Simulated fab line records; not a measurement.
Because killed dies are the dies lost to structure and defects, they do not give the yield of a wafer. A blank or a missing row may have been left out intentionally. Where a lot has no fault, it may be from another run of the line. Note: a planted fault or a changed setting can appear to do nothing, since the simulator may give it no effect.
fab line records + flow sfq-line
[record]
- lots = 6
- wafers = 18
- last-day = 86
route steps=325 shown M7@295 I7@296
lots untouched by any fault: they come from a run of this same line in which no faults occurred
start-h: start of the lot's first displayed wafer, in hours after the record's first day + wait-h: time in hours since the lot's previous step + " identical to the entry in the row above + L1.1+2: a row that stands for several wafers + - value missing, or start not given + * or withheld: withheld + < > ~ a bound
route shown NAME@n: names a module that has steps shown in the file, with the first one's number in the route + usual: average and standard deviation across the fault-free wafers + same: alike in all rows + chamber/n: place in a boat + sites: per-site readings + _std_site: standard deviation of those values + _edge_site: the outer-site mean with the inner-site mean subtracted + radius-mm: for every site, how far away it sits from the centre of the wafer + mask NAME#n: copy n + behind: tool/chamber where the wafer was last shaped + hold: why the lot went on hold/how many hours it stayed there/how the hold came to an end + device: the n, p or np transistor that did not switch + end of line: the tests these same wafers got at the end of their route + a step given without rows: its recipe and nothing more + killed: dies that structure and defects cost at the first sort, which is not the same as the wafer's yield + map: dies across one wafer; x = killed, . = not, _ = none there
set.NAME: the run value of the setting; set.NAME@STEP: its run value at that earlier step + model.NAME: the simulator's own value behind a step, which no gauge read
lots at some steps of the route; a table a step, a row a wafer
services: when a tool's chamber went out of use (start-h, in hours from the record's first day, below 0 if earlier), for how many hours, and the reason
[[steps]]
[step SFQ_TRILAYER_M7_STRIP_SOLV_CLEAN_182]
[recipe]
- chemistry = NMP
- temp-c = 70
- time-s = 600
[step SFQ_TRILAYER_I7_DEP_PECVD_183]
[recipe]
- material = SiO2
- temp-c = 150
- time-s = 111.11
- pressure-torr = 2.4
- rf-w = 183.3
- precursor = SiH4/N2O
- target-thk-nm = 500
[usual]
- heater-power-w = 88/19
- throttle-valve-pct = 24.2/1.4
| lot.wafer | tool     | chamber | start-h | wait-h | heater-power-w | throttle-valve-pct |
|-----------|----------|---------|---------|--------|----------------|--------------------|
| L877.1    | pecvd-04 | 2       | 1776.21 | 0.0    | 150            | 24.8               |
| L877.3    | "        | 1       | "       | "      | 89             | 24.7               |
| L877.4    | "        | 0       | "       | "      | 89             | 24.9               |
| L878.1    | pecvd-01 | 1       | 1777.41 | 0.0    | 91             | 21.8               |
| L878.2    | "        | 0       | "       | "      | 96             | 23.3               |
| L878.5    | "        | 1       | "       | "      | 94             | 22.3               |
| L880.1    | pecvd-04 | 1       | 1807.72 | 0.0    | 88             | 24.6               |
| L880.3    | "        | 0       | "       | "      | 92             | 25.1               |
| L880.5    | "        | 2       | "       | "      | 145            | 24.5               |
| L883.1    | pecvd-01 | 2       | 1825.00 | 0.0    | 73             | 23.2               |
| L883.2    | "        | 1       | "       | "      | 96             | 22.3               |
| L883.5    | "        | 2       | "       | "      | 74             | 23.1               |
| L894.2    | pecvd-02 | 1       | 2051.84 | 0.0    | 84             | 22.9               |
| L894.4    | "        | 2       | "       | "      | 67             | 26.0               |
| L894.5    | "        | 0       | "       | "      | 67             | 27.1               |
| L895.1    | pecvd-01 | 1       | 2053.00 | 0.0    | 90             | 23.1               |
| L895.2    | "        | 0       | "       | "      | 104            | 23.9               |
| L895.6    | "        | 1       | "       | "      | 92             | 23.0               |
[step SFQ_TRILAYER_I7_CMP_CMP_184]
[recipe]
- material = SiO2
- down-force-psi = 3
- platen-rpm = 60
- pad-velocity-m-s = 0.94248
[usual]
- edge-zone-pressure-frac = 1.000/0.0051
- motor-current-A = 9.7/0.93
- slurry-filter-dp-kPa = 13.50/0.14
- time-to-endpoint-s = 218/6.3
| lot.wafer | tool   | chamber | start-h | wait-h | edge-zone-pressure-frac | motor-current-A | slurry-filter-dp-kPa | time-to-endpoint-s |
|-----------|--------|---------|---------|--------|-------------------------|-----------------|----------------------|--------------------|
| L877.4    | cmp-02 | 1       | 1777.77 | 1.5    | 0.993                   | 10.1            | 13.21                | 226                |
| L877.1    | "      | 3       | 1778.77 | 2.5    | 0.995                   | 12.0            | 13.67                | 220                |
| L877.3    | "      | 0       | "       | "      | 0.992                   | 9.4             | 13.34                | 212                |
| L878.1    | cmp-01 | 0       | 1778.31 | 0.9    | 1.002                   | 9.4             | 13.55                | 218                |
| L878.2    | "      | 2       | 1779.31 | 1.9    | 1.000                   | 8.8             | 13.20                | 224                |
| L878.5    | "      | 1       | 1780.81 | 3.3    | 1.004                   | 9.3             | 13.40                | 222                |
| L880.1    | cmp-02 | 2       | 1807.79 | 0.0    | 0.985                   | 9.6             | 13.51                | 212                |
| L880.3    | "      | 1       | 1809.29 | 1.5    | 1.002                   | 9.8             | 13.48                | 218                |
| L880.5    | "      | 3       | 1810.29 | 2.5    | 1.003                   | 11.9            | 13.22                | 216                |
| L883.1    | cmp-01 | 3       | 1825.58 | 0.5    | 1.000                   | 8.6             | 13.63                | 226                |
| L883.2    | "      | 0       | "       | "      | 1.002                   | 9.5             | 13.88                | 222                |
| L883.5    | "      | 3       | 1827.58 | 2.5    | 1.001                   | 8.7             | 13.48                | 231                |
| L894.2    | cmp-02 | 0       | 2052.02 | 0.1    | 1.010                   | 9.2             | 13.71                | 214                |
| L894.4    | "      | 2       | 2053.02 | 1.1    | 0.999                   | 9.7             | 13.53                | 216                |
| L894.5    | "      | 1       | 2054.52 | 2.6    | 1.004                   | 10.1            | 13.77                | 217                |
| L895.1    | cmp-01 | 3       | 2054.76 | 1.7    | 0.998                   | 8.5             | 13.48                | 218                |
| L895.2    | "      | 1       | 2055.76 | 2.7    | 1.001                   | 9.6             | 13.41                | 212                |
| L895.6    | "      | 0       | 2057.26 | 4.2    | 1.007                   | 9.6             | 13.62                | 219                |
[step SFQ_I7_BOW_MEAS_946]
[recipe]
- mode = bow
[usual]
- I7_BOW = 4/11
| lot.wafer | tool          | chamber | start-h | wait-h | I7_BOW[um] |
|-----------|---------------|---------|---------|--------|------------|
| L877.1    | film-metro-04 | -       | 1780.77 | 1.5    | -4         |
| L877.3    | "             | -       | "       | "      | 0          |
| L877.4    | "             | -       | "       | "      | -5         |
| L878.1    | film-metro-01 | -       | 1781.31 | 2.5    | 5          |
| L878.2    | "             | -       | "       | "      | 17         |
| L878.5    | "             | -       | "       | "      | 24         |
| L880.1    | film-metro-01 | -       | 1810.79 | 2.5    | -12        |
| L880.3    | "             | -       | "       | "      | -9         |
| L880.5    | "             | -       | "       | "      | -17        |
| L883.1    | film-metro-03 | -       | 1828.08 | 2.0    | 7          |
| L883.2    | "             | -       | "       | "      | 5          |
| L883.5    | "             | -       | "       | "      | 4          |
| L894.2    | film-metro-04 | -       | 2055.04 | 2.5    | 3          |
| L894.4    | "             | -       | "       | "      | 0          |
| L894.5    | "             | -       | "       | "      | 0          |
| L895.1    | film-metro-04 | -       | 2057.76 | 2.5    | 14         |
| L895.2    | "             | -       | "       | "      | 1          |
| L895.6    | "             | -       | "       | "      | 4          |
[step SFQ_TRILAYER_I7_METRO_MEASURE_185]
[usual]
- thk-nm = 200.5/1.1
| lot.wafer | tool          | chamber | start-h | wait-h | thk-nm |
|-----------|---------------|---------|---------|--------|--------|
| L877.1    | film-metro-04 | -       | 1780.89 | 0.1    | 202.4  |
| L877.3    | "             | -       | "       | "      | 201.7  |
| L877.4    | "             | -       | "       | "      | 201.5  |
| L878.1    | film-metro-01 | -       | 1781.43 | 0.1    | 200.9  |
| L878.2    | "             | -       | "       | "      | 201.4  |
| L878.5    | "             | -       | "       | "      | 200.3  |
| L880.1    | film-metro-01 | -       | 1810.91 | 0.1    | 201.7  |
| L880.3    | "             | -       | "       | "      | 202.1  |
| L880.5    | "             | -       | "       | "      | 202.3  |
| L883.1    | film-metro-03 | -       | 1828.20 | 0.1    | 200.3  |
| L883.2    | "             | -       | "       | "      | 201.6  |
| L883.5    | "             | -       | "       | "      | 201.0  |
| L894.2    | film-metro-04 | -       | 2055.34 | 0.3    | 200.4  |
| L894.4    | "             | -       | "       | "      | 201.7  |
| L894.5    | "             | -       | "       | "      | 199.7  |
| L895.1    | film-metro-04 | -       | 2057.88 | 0.1    | 200.0  |
| L895.2    | "             | -       | "       | "      | 201.4  |
| L895.6    | "             | -       | "       | "      | 200.5  |
[step SFQ_TRILAYER_I7_VIA_LITHO_COAT_192]
[recipe]
- resist = BARC
- spin-rpm = 3000
- resist-thk-nm = 62
[step SFQ_TRILAYER_I7_VIA_LITHO_COAT_187]
[recipe]
- resist = KrF
- spin-rpm = 3000
- resist-thk-nm = 650
[step SFQ_TRILAYER_I7_VIA_LITHO_SOFTBAKE_191]
[recipe]
- temp-c = withheld
- time-s = withheld
- resist = KrF
[step SFQ_TRILAYER_I7_VIA_LITHO_EXPOSE_188]
[recipe]
- mask-id = I7
- na = 0.6
- source-shape = conventional
- sigma-outer = 0.65
- target-cd-nm = 1000
- dose-mj = 21.3
[step SFQ_TRILAYER_I7_VIA_LITHO_PEB_190]
[recipe]
- peb-temp-c = 115
- peb-time-s = 60
- resist = KrF
[step SFQ_TRILAYER_I7_VIA_LITHO_DEVELOP_189]
[recipe]
- time-s = 60
- resist = KrF
[step SFQ_I7_OVL_MEAS_947]
[usual]
- I7_OVL = 1/5.2
| lot.wafer | tool       | chamber | start-h | wait-h | I7_OVL[nm] |
|-----------|------------|---------|---------|--------|------------|
| L877.1    | overlay-02 | -       | 1872.88 | 0.1    | -3         |
| L877.3    | "          | -       | "       | "      | 1          |
| L877.4    | "          | -       | "       | "      | -3         |
| L878.1    | overlay-01 | -       | 1875.28 | 0.1    | 2          |
| L878.2    | "          | -       | "       | "      | 2          |
| L878.5    | "          | -       | "       | "      | 5          |
| L880.1    | overlay-02 | -       | 1924.33 | 0.1    | 2          |
| L880.3    | "          | -       | "       | "      | 5          |
| L880.5    | "          | -       | "       | "      | 3          |
| L883.1    | overlay-01 | -       | 1938.73 | 0.1    | -4         |
| L883.2    | "          | -       | "       | "      | -4         |
| L883.5    | "          | -       | "       | "      | -2         |
| L894.2    | overlay-01 | -       | 2066.50 | 0.1    | 6          |
| L894.4    | "          | -       | "       | "      | 0          |
| L894.5    | "          | -       | "       | "      | 3          |
| L895.1    | overlay-01 | -       | 2067.69 | 0.1    | 1          |
| L895.2    | "          | -       | "       | "      | 1          |
| L895.6    | "          | -       | "       | "      | 1          |
[step SFQ_TRILAYER_I7_VIA_BARC_OPEN_VIA_ETCH_260]
[recipe]
- mask-material = PR
- chemistry = O2
- target-depth-nm = 125
- target = BARC
- source-w = 500
- bias-w = 80
- pressure-mtorr = 30
- time-s = 41.7
[usual]
- drypump-motor-current-A = 5.9/0.39
- oes-product-au = 0.684/0.0046
| lot.wafer | tool        | chamber | start-h | wait-h | drypump-motor-current-A | oes-product-au | rf-hours-counter-h | model.KrF_of_TRILAYER_I7_VIA_LITHO_COAT_187.thk-nm |
|-----------|-------------|---------|---------|--------|-------------------------|----------------|--------------------|----------------------------------------------------|
| L877.1    | rie-diel-02 | 3       | 1872.91 | 0.0    | 5.6                     | 0.679          | 0                  | 572.7                                              |
| L877.3    | "           | 0       | "       | "      | 5.8                     | 0.684          | 16                 | 570.3                                              |
| L877.4    | "           | 2       | "       | "      | 6.0                     | 0.683          | 13                 | 570.9                                              |
| L878.1    | rie-diel-04 | 3       | 1875.31 | 0.0    | 6.2                     | 0.682          | 14                 | 571.9                                              |
| L878.2    | "           | 1       | "       | "      | 5.7                     | 0.687          | 5                  | 571.6                                              |
| L878.5    | "           | 2       | "       | "      | 6.2                     | 0.679          | -                  | 571.7                                              |
| L880.1    | rie-diel-04 | 1       | 1924.37 | 0.0    | 5.7                     | 0.683          | 6                  | 587.8                                              |
| L880.3    | "           | 0       | "       | "      | 6.6                     | 0.681          | 7                  | 573                                                |
| L880.5    | "           | 0       | "       | "      | 6.6                     | 0.679          | -                  | 587.5                                              |
| L883.1    | rie-diel-04 | 1       | 1938.77 | 0.0    | 5.7                     | 0.686          | 6                  | 587.3                                              |
| L883.2    | "           | 0       | "       | "      | 6.5                     | 0.688          | 7                  | 572.1                                              |
| L883.5    | "           | 3       | "       | "      | 6.2                     | 0.686          | -                  | 589                                                |
| L894.2    | rie-diel-02 | 1       | 2066.53 | 0.0    | 5.5                     | 0.688          | 2                  | 575                                                |
| L894.4    | "           | 0       | "       | "      | 5.8                     | 0.684          | 18                 | 573.1                                              |
| L894.5    | "           | 0       | "       | "      | 5.8                     | 0.690          | -                  | 574.9                                              |
| L895.1    | rie-diel-01 | 1       | 2067.73 | 0.0    | 5.2                     | 0.684          | 7                  | 573.8                                              |
| L895.2    | "           | 3       | "       | "      | 5.9                     | 0.679          | 7                  | 574                                                |
| L895.6    | "           | 1       | "       | "      | 5.1                     | 0.681          | -                  | 572.9                                              |
[step SFQ_TRILAYER_I7_VIA_ETCH_VIA_ETCH_190]
[recipe]
- target = SiO2
- stop-on = Nb
- mask-material = PR
- taper-deg = 20
- chemistry = CHF3
- target-depth-nm = 260
- source-w = 500
- bias-w = 80
- pressure-mtorr = 30
- time-s = withheld
[usual]
- drypump-motor-current-A = 5.9/0.39
- oes-product-au = 0.856/0.0056
| lot.wafer | tool        | chamber | start-h | wait-h | drypump-motor-current-A | oes-product-au | model.KrF_of_TRILAYER_I7_VIA_LITHO_COAT_187.thk-nm |
|-----------|-------------|---------|---------|--------|-------------------------|----------------|----------------------------------------------------|
| L877.1    | rie-diel-02 | 3       | 1872.95 | 0.0    | 5.6                     | 0.862          | 529                                                |
| L877.3    | "           | 0       | "       | "      | 5.8                     | 0.856          | 525.9                                              |
| L877.4    | "           | 2       | "       | "      | 6.0                     | 0.862          | 526.4                                              |
| L878.1    | rie-diel-04 | 3       | 1875.35 | 0.0    | 6.3                     | 0.844          | 526.4                                              |
| L878.2    | "           | 1       | "       | "      | 5.7                     | 0.859          | 527.2                                              |
| L878.5    | "           | 2       | "       | "      | 6.2                     | 0.851          | 527.3                                              |
| L880.1    | rie-diel-04 | 1       | 1924.41 | 0.0    | 5.7                     | 0.859          | 544                                                |
| L880.3    | "           | 0       | "       | "      | 6.6                     | 0.854          | 528.2                                              |
| L880.5    | "           | 0       | "       | "      | 6.6                     | 0.859          | 543                                                |
| L883.1    | rie-diel-04 | 1       | 1938.81 | 0.0    | 5.7                     | 0.854          | 543.4                                              |
| L883.2    | "           | 0       | "       | "      | 6.5                     | 0.860          | 527.3                                              |
| L883.5    | "           | 3       | "       | "      | 6.3                     | 0.859          | 543.8                                              |
| L894.2    | rie-diel-02 | 1       | 2066.57 | 0.0    | 5.4                     | 0.867          | 530                                                |
| L894.4    | "           | 0       | "       | "      | 5.8                     | 0.863          | 528.3                                              |
| L894.5    | "           | 0       | "       | "      | 5.8                     | 0.861          | 530.1                                              |
| L895.1    | rie-diel-01 | 1       | 2067.77 | 0.0    | 5.1                     | 0.853          | 528.8                                              |
| L895.2    | "           | 3       | "       | "      | 5.9                     | 0.857          | 529                                                |
| L895.6    | "           | 1       | "       | "      | 5.2                     | 0.844          | 527.7                                              |
[step SFQ_TRILAYER_I7_VIA_STRIP_STRIP_191]
[recipe]
- gas = O2
- power-w = 200
- platen-temp-c = 40
- overash-fraction = 0.65
- chemistry = O2
- pressure-mtorr = 50
[usual]
- drypump-motor-current-A = 5.30/0.27
- he-backside-leak-sccm = 3.51/0.17
- oes-product-au = 0.999/0.0079
- platen-temp-c = 40.02/0.12
[same]
- overash-fraction = 0.65
| lot.wafer | tool         | chamber | start-h | wait-h | drypump-motor-current-A | he-backside-leak-sccm | oes-product-au | platen-temp-c | rf-hours-counter-h |
|-----------|--------------|---------|---------|--------|-------------------------|-----------------------|----------------|---------------|--------------------|
| L877.1    | rie-metal-02 | 0       | 1873.07 | -      | 5.47                    | 3.44                  | 0.996          | 39.94         | 92                 |
| L877.3    | "            | 0       | "       | "      | 5.49                    | 3.25                  | 0.996          | 40.03         | -                  |
| L877.4    | "            | 1       | "       | "      | 5.71                    | 3.71                  | 0.986          | 40.09         | -                  |
| L878.1    | rie-metal-04 | 1       | 1875.47 | -      | 5.46                    | 3.64                  | 0.992          | 39.97         | 111                |
| L878.2    | "            | 0       | "       | "      | 4.88                    | 3.36                  | 1.003          | 40.16         | 39                 |
| L878.5    | "            | 0       | "       | "      | 4.88                    | 3.42                  | 1.008          | 40.19         | -                  |
| L880.1    | rie-metal-02 | 0       | 1924.52 | -      | 5.48                    | 3.31                  | 0.975          | 40.23         | 97                 |
| L880.3    | "            | 0       | "       | "      | 5.51                    | 3.66                  | 0.990          | 40.23         | -                  |
| L880.5    | "            | 0       | "       | "      | 5.49                    | 3.48                  | 0.985          | 40.20         | -                  |
| L883.1    | rie-metal-01 | 1       | 1938.92 | -      | 5.39                    | 3.61                  | 0.997          | 39.90         | 110                |
| L883.2    | "            | 0       | "       | "      | 5.33                    | 3.07                  | 0.995          | 39.96         | 33                 |
| L883.5    | "            | 1       | "       | "      | 5.40                    | 3.63                  | 0.996          | 39.83         | -                  |
| L894.2    | rie-metal-01 | 0       | 2066.68 | -      | 5.34                    | 3.40                  | 1.005          | 40.03         | 40                 |
| L894.4    | "            | 0       | "       | "      | 5.37                    | 3.52                  | 0.995          | 40.05         | -                  |
| L894.5    | "            | 1       | "       | "      | 5.39                    | 3.37                  | 0.999          | 40.10         | -                  |
| L895.1    | rie-metal-04 | 0       | 2067.88 | -      | 4.90                    | 3.57                  | 1.009          | 40.01         | 58                 |
| L895.2    | "            | 1       | "       | "      | 5.45                    | 3.58                  | 0.986          | 39.92         | 4                  |
| L895.6    | "            | 0       | "       | "      | 4.88                    | 3.60                  | 1.001          | 40.07         | -                  |
[[services]]
| tool          | chamber | start-h | hours | kind   |
|---------------|---------|---------|-------|--------|
| cmp-02        | -       | 1756.25 | 2.6   | repair |
| cmp-01        | -       | 1760.06 | 1.0   | repair |
| rie-diel-04   | 2       | 1767.65 | 9.8   | repair |
| film-metro-04 | -       | 1773.50 | 0.5   | pm     |
| cmp-01        | -       | 1774.31 | 4.0   | pm     |
| film-metro-04 | -       | 1775.51 | 2.2   | pm     |
| film-metro-04 | -       | 1777.69 | 2.2   | pm     |
| rie-diel-02   | 1       | 1786.85 | 12.7  | repair |
| pecvd-01      | 2       | 1796.47 | 4.4   | repair |
| film-metro-04 | -       | 1799.22 | 0.8   | pm     |
| rie-diel-02   | 0       | 1815.79 | 9.2   | repair |
| cmp-01        | -       | 1832.88 | 4.9   | pm     |
| rie-diel-02   | 0       | 1842.68 | 2.2   | repair |
| cmp-01        | -       | 1883.29 | 0.2   | repair |
| pecvd-01      | 1       | 1903.19 | 6.1   | repair |
| rie-diel-02   | -       | 1912.55 | 1.2   | repair |
| rie-diel-02   | 2       | 1946.15 | 8.6   | repair |
| rie-diel-02   | -       | 1961.49 | 14.6  | pm     |
| rie-diel-04   | 0       | 1977.87 | 4.0   | repair |
| rie-diel-02   | 1       | 1981.51 | 2.7   | repair |
| rie-diel-02   | -       | 1983.73 | 0.2   | repair |
| rie-diel-02   | -       | 2006.38 | 1.2   | repair |
| rie-diel-02   | -       | 2022.40 | 0.3   | repair |
| rie-diel-02   | -       | 2052.10 | 2.8   | pm     |
[[key]]
first-sign none at tools or gauges
[model-effect]
- step = SFQ_TRILAYER_I7_VIA_BARC_OPEN_VIA_ETCH_260
- value = KrF_of_TRILAYER_I7_VIA_LITHO_COAT_187.thk-nm
- without = 573.1
- struck = 587.9
[model-effect]
- step = SFQ_TRILAYER_I7_VIA_ETCH_VIA_ETCH_190
- value = KrF_of_TRILAYER_I7_VIA_LITHO_COAT_187.thk-nm
- without = 528.7
- struck = 543.5
met-at SFQ_TRILAYER_I7_VIA_BARC_OPEN_VIA_ETCH_260
struck-wafers L880.1,L880.5,L883.1,L883.5
onset-between 1875.31 1924.37
[fault]
- kind = process-parameter-drift
- tool = rie-diel-04
- chamber = -
- onset-h = 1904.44
- steps = SFQ_TRILAYER_I7_VIA_BARC_OPEN_VIA_ETCH_260
- channel = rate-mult
- offset = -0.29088
- shape = step
- end-h = 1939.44
- scope = struck-wafers-only
